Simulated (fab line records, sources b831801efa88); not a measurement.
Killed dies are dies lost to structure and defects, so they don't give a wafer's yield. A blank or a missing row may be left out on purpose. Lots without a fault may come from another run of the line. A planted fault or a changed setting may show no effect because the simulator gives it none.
fab line records | flow gf180mcu
record lots=12 wafers=34 last_day=34
route steps=602 shown MVSD@73 MVPSD@87 VT_IMPLANT@140 POLY_GATE@170
lots that met no fault: from a run of the same line without faults
start_h: hours from the record's first day to the start of the lot's first wafer shown | wait_h: hours since the lot's step before | " the same as in the row above | L1.1+2: a row that stands for several wafers | - no value, or no start given | * or withheld: withheld | < > ~ a bound
route shown NAME@n: a module of which the file shows steps, and the number in the route of the first | usual: mean/standard deviation of fault-free wafers | same: alike in all rows | chamber/n: place in a boat | sites: the reading at each site | _std_site: their standard deviation | _edge_site: outer sites' mean less inner sites' | radius_mm: how far each site lies from the wafer's centre | mask NAME#n: copy n | behind: the tool/chamber that last shaped the wafer | hold: why the lot was held/for how many hours/how that ended | device: the transistor (n, p or np) that didn't switch | end of line: the same wafers' tests at the end of the route | a step without rows: its recipe alone | killed: dies lost to structure and defects at the first sort, not the wafer's yield | map: a wafer's dies, x killed, . not, _ none there
set.NAME: the setting as run; set.NAME@STEP: as run at that earlier step | model.NAME: the simulator's own value behind a step, which no gauge read
steps of the route over a sample of lots; a table a step, a row a wafer
services: from which hour (start_h, from the record's first day; less than 0 if before it) a tool's chamber was out of use, for how many hours, and why
## steps
# step GF_MVSD_OVL_MEAS_07
# usual MVSD_OVL=0.7/1.4
# columns lot.wafer tool chamber start_h wait_h MVSD_OVL[nm]
L719.1 overlay-02 - 82.26 - -1.4
L719.3 " - " " 1.5
L719.6 " - " " -0.4
L720.3 overlay-02 - 90.32 - 1.5
L720.4 " - " " 1.0
L720.6 " - " " 0.1
L727.4 overlay-01 - 128.89 - -0.6
L727.5 " - " " 0.1
L727.6 " - " " -0.1
L728.1 overlay-02 - 134.72 - 3.0
L728.2 " - " " 2.0
L728.5 " - " " 0.5
L729.2 overlay-02 - 140.71 - 1.9
L729.3 " - " " 1.9
L729.4 " - " " 0.8
L730.2 overlay-01 - 144.71 - 1.3
L731.1 overlay-01 - 152.16 - 1.4
L731.3 " - " " -1.4
L731.6 " - " " 0.6
L732.1 overlay-01 - 155.96 - 1.4
L732.3 " - " " 2.5
L732.4 " - " " 2.2
L734.3 overlay-01 - 169.53 - -3.5
L734.4 " - " " -2.1
L734.6 " - " " -2.4
L735.3 overlay-02 - 175.48 - -0.1
L735.5 " - " " -0.5
L735.6 " - " " 0.4
L739.1 overlay-02 - 198.71 - 1.4
L739.4 " - " " 1.2
L739.6 " - " " 1.5
L742.2 overlay-02 - 213.96 - 1.2
L742.3 " - " " 0.5
L742.4 " - " " 0.6
# step GF_MVPSD_IMPLANT_09
# recipe species=B energy_kev=40 dose_cm2=5e+12 tilt_deg=0
# usual beam_on_s=9.96/0.19
# columns lot.wafer tool chamber start_h wait_h beam_on_s
L719.1 implanter-03 0 96.71 0.1 9.91
L719.3 " 0 " " 9.96
L719.6 " 0 " " 9.86
L720.3 implanter-01 0 104.79 0.1 9.93
L720.4 " 0 " " 10.01
L720.6 " 0 " " 9.78
L727.4 implanter-03 0 144.61 0.1 9.67
L727.5 " 0 " " 10.10
L727.6 " 0 " " 10.07
L728.1 implanter-01 0 150.89 0.1 9.78
L728.2 " 0 " " 10.19
L728.5 " 0 " " 9.95
L729.2 implanter-01 0 156.81 0.1 10.13
L729.3 " 0 " " 10.36
L729.4 " 0 " " 10.02
L730.2 implanter-01 0 160.66 0.1 10.11
L731.1 implanter-03 0 168.79 0.1 9.87
L731.3 " 0 " " 9.84
L731.6 " 0 " " 10.04
L732.1 implanter-03 0 172.94 0.1 10.00
L732.3 " 0 " " 10.01
L732.4 " 0 " " 9.86
L734.3 implanter-03 0 186.39 0.1 10.38
L734.4 " 0 " " 10.40
L734.6 " 0 " " 10.08
L735.3 implanter-02 0 192.89 0.1 10.18
L735.5 " 0 " " 10.17
L735.6 " 0 " " 9.95
L739.1 implanter-02 0 216.39 0.1 10.05
L739.4 " 0 " " 10.12
L739.6 " 0 " " 9.87
L742.2 implanter-01 0 232.68 0.1 9.97
L742.3 " 0 " " 9.62
L742.4 " 0 " " 9.77
# step GF_VT_IMPLANT_RS_MEAS_49
# recipe thk_meas_gauge=four-point-probe
# usual MVPSD_RS=1169/4.2
# columns lot.wafer tool chamber start_h wait_h hold MVPSD_RS[ohm/sq]
L719.1 film_metro-03 - 158.36 0.1 - 1172
L719.3 " - " " - 1172
L719.6 " - " " - 1170
L720.3 film_metro-03 - 167.65 0.1 - 1174
L720.4 " - " " - 1172
L720.6 " - " " - 1172
L727.4 film_metro-03 - 211.47 0.1 - 1172
L727.5 " - " " - 1172
L727.6 " - " " - 1166
L728.1 film_metro-02 - 218.41 0.1 await_dispo/0.2h/release 1164
L728.2 " - " " await_dispo/0.2h/release 1203
L728.5 " - " " await_dispo/0.2h/release 1166
L728.1 film_metro-02 - 218.74 0.3 - 1166
L728.2 " - " " - 1201
L728.5 " - " " - 1165
L729.2 film_metro-04 - 226.63 0.1 await_dispo/0.2h/release 1204
L729.3 " - " " await_dispo/0.2h/release 1169
L729.4 " - " " await_dispo/0.2h/release 1170
L729.2 film_metro-04 - 226.91 0.3 - 1205
L729.3 " - " " - 1170
L729.4 " - " " - 1172
L730.2 film_metro-04 - 230.68 0.1 await_dispo/0.2h/release 1208
L730.2 film_metro-04 - 230.96 0.3 - 1206
L731.1 film_metro-03 - 239.26 0.1 - 1173
L731.3 " - " " - 1173
L731.6 " - " " - 1172
L732.1 film_metro-04 - 243.51 0.1 - 1173
L732.3 " - " " - 1172
L732.4 " - " " - 1171
L734.3 film_metro-02 - 258.95 0.1 - 1163
L734.4 " - " " - 1165
L734.6 " - " " - 1164
L735.3 film_metro-04 - 266.70 0.1 - 1165
L735.5 " - " " - 1165
L735.6 " - " " - 1165
L739.1 film_metro-04 - 293.16 0.1 - 1168
L739.4 " - " " - 1169
L739.6 " - " " - 1164
L742.2 film_metro-02 - 311.68 0.1 - 1159
L742.3 " - " " - 1160
L742.4 " - " " - 1160
# step GF_VT_IMPLANT_WET_ETCH_50
# recipe chemistry=dHF target_depth_nm=20 target=SiO2 temp_c=25 dilution=100:1 time_s=400
# usual bath_heat_duty_pct=6.5/0.74
# columns lot.wafer tool chamber start_h wait_h hold bath_heat_duty_pct
L719.1 wet_bench-03 1 158.48 0.1 - 7.5
L719.3 " 1 " " - 7.5
L719.6 " 1 " " - 7.7
L720.3 wet_bench-01 2 167.73 0.1 - 7.5
L720.4 " 2 " " - 6.5
L720.6 " 2 " " - 6.5
L727.4 wet_bench-01 2 211.53 0.0 - 6.5
L727.5 " 2 " " - 7.1
L727.6 " 2 " " - 6.9
L728.1 wet_bench-02 1 226.94 8.2 await_dispo/8.1h/release 4.7
L728.2 " 1 " " await_dispo/8.1h/release 5.7
L728.5 " 1 " " await_dispo/8.1h/release 6.0
L729.2 wet_bench-01 1 229.00 2.1 await_dispo/2.0h/release 6.8
L729.3 " 1 " " await_dispo/2.0h/release 6.1
L729.4 " 1 " " await_dispo/2.0h/release 5.9
L730.2 wet_bench-02 2 232.85 1.9 await_dispo/1.8h/release 5.2
L731.1 wet_bench-02 0 239.38 0.1 - 5.0
L731.3 " 0 " " - 6.8
L731.6 " 0 " " - 5.2
L732.1 wet_bench-01 2 243.63 0.1 - 5.2
L732.3 " 2 " " - 7.0
L732.4 " 2 " " - 7.3
L734.3 wet_bench-03 1 259.03 0.1 - 7.4
L734.4 " 1 " " - 6.8
L734.6 " 1 " " - 8.0
L735.3 wet_bench-02 2 266.78 0.1 - 5.5
L735.5 " 2 " " - 6.2
L735.6 " 2 " " - 5.8
L739.1 wet_bench-03 3 293.28 0.1 - 6.3
L739.4 " 3 " " - 6.5
L739.6 " 3 " " - 6.1
L742.2 wet_bench-03 1 311.98 0.3 - 6.5
L742.3 " 1 " " - 7.0
L742.4 " 1 " " - 7.3
# step GF_POLY_GATE_ETCH_13
# recipe target=poly-Si target_depth_nm=198.5 stop_on=SiO2 over_etch_frac=0.403 chemistry=HBr/Cl2 icp_w=400 bias_w=100 pressure_mtorr=10 HBr_flow_sccm=150 Cl2_flow_sccm=50 time_s=69.6
# usual bias_w=100.02/0.28 drypump_motor_current_A=5.6/0.42 oes_product_au=0.991/0.0063 throttle_valve_pct=33.684/0.0093
# columns lot.wafer tool chamber start_h wait_h bias_w drypump_motor_current_A oes_product_au rf_hours_counter_h throttle_valve_pct
L719.1 rie_si-02 1 196.88 - 100.40 4.9 0.987 4 33.681
L719.3 " 3 " " 100.35 5.4 0.988 30 33.693
L719.6 " 3 " " 99.99 5.4 0.974 - 33.675
L720.3 rie_si-01 2 207.78 - 99.76 5.5 0.981 66 33.683
L720.4 " 3 " " 100.18 6.2 0.989 43 33.678
L720.6 " 3 " " 100.06 6.2 0.990 - 33.694
L727.4 rie_si-01 2 254.41 - 99.47 5.5 0.981 67 33.675
L727.5 " 1 " " 99.67 5.3 0.986 - 33.686
L727.6 " 0 " " 100.12 6.0 0.995 - 33.688
L728.1 rie_si-01 2 260.48 - 99.81 5.5 0.986 67 33.686
L728.2 " 3 " " 100.03 6.2 0.986 43 33.669
L728.5 " 0 " " 100.67 5.9 0.987 - 33.680
L729.2 rie_si-02 3 271.26 - 100.11 5.4 0.993 31 33.686
L729.3 " 2 " " 100.11 5.8 1.003 38 33.683
L729.4 " 1 " " 100.02 4.9 0.992 4 33.689
L730.2 rie_si-02 0 273.58 - 100.49 6.1 0.984 4 33.692
L731.1 rie_si-01 1 285.21 - 99.94 5.3 0.998 92 33.680
L731.3 " 0 " " 100.01 5.9 0.989 104 33.674
L731.6 " 0 " " 99.64 5.9 0.990 - 33.676
L732.1 rie_si-02 2 286.96 - 99.98 5.8 1.008 39 33.683
L732.3 " 1 " " 99.68 4.9 1.003 5 33.673
L732.4 " 3 " " 100.37 5.3 1.002 31 33.685
L734.3 rie_si-02 2 304.93 - 99.72 5.8 0.999 39 33.673
L734.4 " 3 " " 99.50 5.3 0.985 31 33.679
L734.6 " 2 " " 100.24 5.8 0.992 - 33.691
L735.3 rie_si-02 2 312.68 - 100.06 5.8 0.987 39 33.684
L735.5 " 2 " " 99.80 5.8 1.005 - 33.695
L735.6 " 1 " " 100.25 4.9 0.988 - 33.688
L739.1 rie_si-01 1 340.85 - 100.12 5.3 1.003 93 33.685
L739.4 " 3 " " 99.87 6.2 0.992 44 33.686
L739.6 " 3 " " 99.88 6.2 0.985 - 33.669
L742.2 rie_si-02 0 359.46 - 99.94 6.1 0.984 4 33.699
L742.3 " 1 " " 100.49 4.9 0.993 5 33.681
L742.4 " 3 " " 99.71 5.3 0.990 32 33.706
# step GF_POLY_GATE_STRIP_14
# recipe chemistry=O2/N2 power_w=1400 pressure_mtorr=1500 platen_temp_c=250 o2_flow_sccm=3000 n2_flow_sccm=300 overash_fraction=0.5
# usual drypump_motor_current_A=5.70/0.19 heater_power_w=352/16 oes_product_au=0.506/0.0052
# columns lot.wafer tool chamber start_h wait_h drypump_motor_current_A heater_power_w oes_product_au rf_hours_counter_h
L719.1 plasma_asher-01 1 196.93 0.0 5.54 361 0.507 57
L719.3 " 1 " " 5.54 360 0.509 -
L719.6 " 1 " " 5.53 361 0.500 -
L720.3 plasma_asher-01 1 207.87 0.1 5.55 355 0.503 -
L720.4 " 0 " " 5.65 368 0.498 -
L720.6 " 1 " " 5.56 360 0.511 -
L727.4 plasma_asher-03 1 254.50 0.1 6.05 354 0.513 -
L727.5 " 0 " " 5.49 326 0.504 -
L727.6 " 1 " " 6.04 359 0.502 -
L728.1 plasma_asher-03 0 260.53 0.0 5.51 326 0.509 64
L728.2 " 1 " " 6.02 352 0.501 64
L728.5 " 0 " " 5.48 325 0.511 -
L729.2 plasma_asher-03 0 271.31 0.0 5.47 333 0.509 65
L729.3 " 1 " " 6.05 352 0.500 -
L729.4 " 0 " " 5.46 324 0.505 -
L730.2 plasma_asher-01 0 273.63 0.0 5.67 361 0.498 65
L731.1 plasma_asher-03 0 285.26 0.0 5.48 331 0.505 67
L731.3 " 1 " " 6.04 356 0.507 -
L731.6 " 1 " " 6.05 338 0.508 -
L732.1 plasma_asher-01 1 287.01 0.0 5.55 361 0.500 66
L732.3 " 0 " " 5.67 366 0.499 -
L732.4 " 1 " " 5.55 354 0.501 -
L734.3 plasma_asher-01 1 305.01 0.1 5.55 359 0.517 -
L734.4 " 0 " " 5.68 361 0.508 -
L734.6 " 1 " " 5.54 359 0.504 -
L735.3 plasma_asher-01 0 312.76 0.1 5.65 369 0.502 -
L735.5 " 1 " " 5.54 358 0.504 -
L735.6 " 0 " " 5.65 376 0.498 -
L739.1 plasma_asher-01 0 340.91 0.0 5.65 368 0.505 72
L739.4 " 1 " " 5.55 365 0.505 -
L739.6 " 1 " " 5.54 368 0.503 -
L742.2 plasma_asher-04 1 359.51 0.0 5.92 331 0.503 59
L742.3 " 0 " " 5.72 350 0.507 -
L742.4 " 1 " " 5.95 323 0.504 -
## services
# columns tool chamber start_h hours kind
implanter-01 - 84.43 16.5 repair
implanter-03 - 90.64 4.8 pm
rie_si-02 - 113.75 1.1 repair
rie_si-01 1 124.17 2.7 repair
plasma_asher-01 - 141.14 7.8 pm
implanter-03 - 157.42 1.4 repair
rie_si-02 - 162.10 28.1 pm
wet_bench-02 - 165.56 1.9 pm
rie_si-02 - 194.01 2.8 pm
implanter-02 - 204.20 1.2 repair
implanter-02 - 205.18 5.8 repair
implanter-03 - 214.69 3.6 pm
implanter-01 - 232.86 3.3 repair
wet_bench-01 - 252.27 2.4 repair
implanter-01 - 256.77 1.7 repair
implanter-03 - 264.25 2.5 pm
implanter-01 - 282.54 2.3 repair
rie_si-01 0 290.55 - clean
rie_si-01 0 290.55 16.5 scheduled_down
wet_bench-02 - 293.75 57.9 pm
implanter-03 - 301.30 1.1 repair
plasma_asher-04 - 321.17 0.9 repair
implanter-02 - 328.96 2.7 repair
implanter-02 - 356.75 2.6 repair
## key
first_sign step=GF_VT_IMPLANT_RS_MEAS_49 reading=MVPSD_RS direction=up sigmas=8.6 usual=1169 struck=1205
effect step=GF_VT_IMPLANT_RS_MEAS_49 reading=hold direction=added
met_at GF_MVPSD_IMPLANT_09
struck_lots L728,L729,L730
struck_wafers L728.2,L729.2,L730.2
tester_left_out L728,L729,L730
not_acting_at GF_MVSD_OVL_MEAS_07,GF_POLY_GATE_ETCH_13,GF_POLY_GATE_STRIP_14
onset_between 104.79 150.89
fault kind=process_parameter_drift tool=implanter-01 chamber=- onset_h=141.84 steps=GF_MVPSD_IMPLANT_09 channel=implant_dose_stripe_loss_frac offset=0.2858 shape=step end_h=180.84 scope=struck_wafers_only
# tester_left_out: of these lots the tester's yield and bins aren't shown, on N5 and GAA mostly nor the transistor test; their killed dies are dies lost to structure and defects alone, not to doping, threshold or leakage, so they don't give the yield
